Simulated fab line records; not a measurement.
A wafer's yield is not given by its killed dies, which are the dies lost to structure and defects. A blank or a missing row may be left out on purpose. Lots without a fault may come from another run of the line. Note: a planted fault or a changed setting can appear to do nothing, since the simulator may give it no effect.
Struck lot and sound lot, side by side    flow sky130    15 out of 708 route steps
Sound: these wafers, L821.1, L821.3, L821.4. Wafers struck: L817.1, L817.4, L817.5. The cause comes at the end.
For every step that has rows: the tool of each side, followed by ch and its chambers, followed by its first start. Under that, the readings that differ: sound wafers    struck wafers    difference of the means    sigmas: that difference in standard deviations of wafers without a fault.
alike: same words and numbers on both sides, and readings whose means sit less than 2 such deviations apart. not compared: any withheld reading, any reading some wafer has no value for, any bound like >300 that may hide the same value, and any number with overlapping values for which the record gives no deviation.
A row with sigmas, a row that says differs or no value, or rows on one side alone: a step with any of these is where the two part. Non-overlapping numbers with no deviation appear without sigmas and do not part them. Lack of a reading on every wafer of one side parts them only where that side has two or more wafers.

first, 4 steps without rows for these wafers: SKY_LI_CONTACT_SOFTBAKE_08 (time 90 s); SKY_LI_CONTACT_EXPOSE_09 (exposes mask LICM1, target cd 170 nm); SKY_LI_CONTACT_PEB_10; SKY_LI_CONTACT_DEVELOP_11 (develop time 60 s).
SKY_LI_CONTACT_CD_MEAS_12: target cd 170 nm.
  sound on cd_sem-01 at day 35 10:47; struck on cd_sem-01 at day 33 22:29
  alike: cd_nm
SKY_LI_CONTACT_OVL_MEAS_13:
  sound on overlay-01 at day 35 10:55; struck on overlay-02 at day 33 22:36
  alike: LI_CONTACT_OVL
SKY_LI_CONTACT_ETCH_14: etches BARC in N2/H2, stops on SiO2, time 45.9 s, target depth 60 nm.
  sound on rie_diel-01 ch 0,1, day 35 10:56; struck on rie_diel-04 ch 1,2, day 33 22:38
  alike: drypump_motor_current_A, oes_product_au, rf_fwd_power_W, throttle_valve_pct
  not compared: rf_hours_counter_h
SKY_LI_CONTACT_ETCH_15: etches PSG in C4F8/O2/Ar, stops on Si, target depth 600 nm.
  sound on rie_diel-01 ch 0,1, day 35 10:59; struck on rie_diel-04 ch 1,2, day 33 22:41
  alike: oes_product_au, rf_fwd_power_W
SKY_LI_CONTACT_STRIP_16: strips in O2/N2.
  sound on plasma_asher-02 ch 0,1, day 35 11:04; struck on plasma_asher-01 ch 0,1, day 33 22:46
  alike: drypump_motor_current_A, oes_product_au, strip_time_to_endpoint_s
  not compared: rf_hours_counter_h
then, 2 steps without rows for these wafers: SKY_LI_CONTACT_CLEAN_17 (cleans in NMP, time 600 s); SKY_LI_CONTACT_PRE_CLEAN_18 (time 5.6 s).
SKY_LI_CONTACT_SPUTTER_19: material Ti, target thk 20 nm, time 106.37 s.
  sound on pvd_sputter-03 at day 35 11:23; struck on pvd_sputter-04 at day 33 23:04
  alike: cathode_dc_power_W, chamber_pressure_pa, substrate_temp_c, throttle_valve_pct
SKY_LI_CONTACT_SPUTTER_20: material TiN, target thk 20 nm, time 80 s.
  sound on pvd_sputter-03 at day 35 11:28; struck on pvd_sputter-04 at day 33 23:08
  no value came back on the struck wafers for cathode_dc_power_W (W), chamber_pressure_pa (Pa), throttle_valve_pct (%); on the sound wafers cathode_dc_power_W (W) reads 4001.1 4000.2 4000.6
SKY_LI_CONTACT_CVD_21: deposits W, target thk 400 nm, time 120.56 s.
  sound on cvd_w-02 ch 0,1, day 35 11:31; struck on cvd_w-02 ch 0,1, day 33 23:12
  alike: heater_power_w
-- here the record skips 15 days between the struck wafers' starts before and after, leaving off in module LI_CONTACT and picking up in module PAD_OPEN (first step shown: number 708 of the route) --
SKY_PAD_OPEN_PROBE_99:
  sound on prober-02 at day 50 05:00; struck on prober-01 at day 49 06:46
reading              sound     struck       difference  sigmas
killed_at_contacts   23 24 22  423 432 419  +402        +80
killed_at_front_end  14 9 9    21 20 23     +11         +2
killed_dies          79 82 80  492 492 492  +412        +45
killed_on_rim        17 19 16  96 96 96     +79         +22
  alike: killed_at_M0_to_M3, killed_at_M4_up, killed_at_other, killed_open, killed_short

## WHERE THEY PART
Last at SKY_PAD_OPEN_PROBE_99 as far as this record goes, first at SKY_LI_CONTACT_SPUTTER_20.

WHY: what had been put in by the simulator
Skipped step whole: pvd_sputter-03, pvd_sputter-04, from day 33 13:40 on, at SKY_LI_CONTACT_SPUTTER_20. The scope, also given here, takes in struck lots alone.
